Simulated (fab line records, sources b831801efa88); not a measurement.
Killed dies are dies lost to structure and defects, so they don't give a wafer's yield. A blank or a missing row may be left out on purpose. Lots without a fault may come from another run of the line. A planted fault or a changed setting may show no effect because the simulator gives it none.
Which tool did it? | flow sfq_line | 7 lots, 21 wafers sampled, at 3 steps of a route of 325

WHAT THE GAUGES READ, wafer by wafer
SFQ_M2_RS_MEAS_914: measures by four-point-probe.
lot  | measured     | on            | M2_NB_RS (ohm/sq)
L450 | day 22 23:11 | film_metro-02 | 0.896 0.896 0.892
L452 | day 23 20:13 | film_metro-03 | 0.890 0.869 0.884
L458 | day 26 16:07 | film_metro-01 | 0.885 0.530 0.536
L464 | day 35 07:56 | film_metro-03 | 0.906 0.896 0.898
L467 | day 35 22:30 | film_metro-01 | 0.894 0.908 0.912
L469 | day 37 02:06 | film_metro-03 | 0.878 0.889 0.887
L471 | day 37 15:29 | film_metro-02 | 0.898 0.887 0.901

WHICH TOOL RAN EACH LOT (tool, then ch and the chambers of the sampled wafers, then the start)
lot  | SFQ_TRILAYER_M0_BARC_OPEN_METAL_ETCH_031 | SFQ_TRILAYER_M2_DEP_SPUTTER_055
L450 | rie_metal-04 ch 0,1, day 11 12:32        | pvd_sputter-06, day 22 23:05
L452 | rie_metal-02 ch 1, day 12 03:00          | pvd_sputter-03, day 23 20:04
L458 | rie_metal-02 ch 0,1, day 13 19:52        | pvd_sputter-03, day 26 16:00
L464 | rie_metal-04 ch 0,1, day 16 03:07        | pvd_sputter-03, day 35 07:51
L467 | rie_metal-03 ch 1, day 17 02:26          | pvd_sputter-03, day 35 22:23
L469 | rie_metal-02 ch 1, day 18 02:10          | pvd_sputter-03, day 37 01:59
L471 | rie_metal-02 ch 1, day 18 20:08          | pvd_sputter-06, day 37 15:23
- SFQ_TRILAYER_M0_BARC_OPEN_METAL_ETCH_031: etches BARC in O2, target depth 125 nm, time 41.7 s.
- SFQ_TRILAYER_M2_DEP_SPUTTER_055: material Nb, target thk 200 nm, time 133.3 s.

THE ANSWER, worked out from the rows above alone
Rule: what is usual is taken from the lots themselves. Put in order of their means at a reading, lots are off if they are a third of the lots or fewer, leave a main group of 4 or more, and stand apart from it by a gap of 3 or more times the standard deviation of the main group's means; of several such gaps the widest counts. A main group whose means are all the same, to the digits that the tables above print for the reading, isn't used. A lot without any number at a reading at which 4 lots or more have one is off too. The other lots that the step has rows for count as sound.
Off: L458, at SFQ_M2_RS_MEAS_914 (M2_NB_RS). The main group: mean 0.893 ohm/sq, standard deviation 0.0082.
A tool fits if, at a process step before that reading, it ran every lot that is off, and no sound lot after the first of them. The gauges at SFQ_M2_RS_MEAS_914 are tried like those tools. None of those tried fits.

WHAT THE SIMULATOR HAD PUT IN
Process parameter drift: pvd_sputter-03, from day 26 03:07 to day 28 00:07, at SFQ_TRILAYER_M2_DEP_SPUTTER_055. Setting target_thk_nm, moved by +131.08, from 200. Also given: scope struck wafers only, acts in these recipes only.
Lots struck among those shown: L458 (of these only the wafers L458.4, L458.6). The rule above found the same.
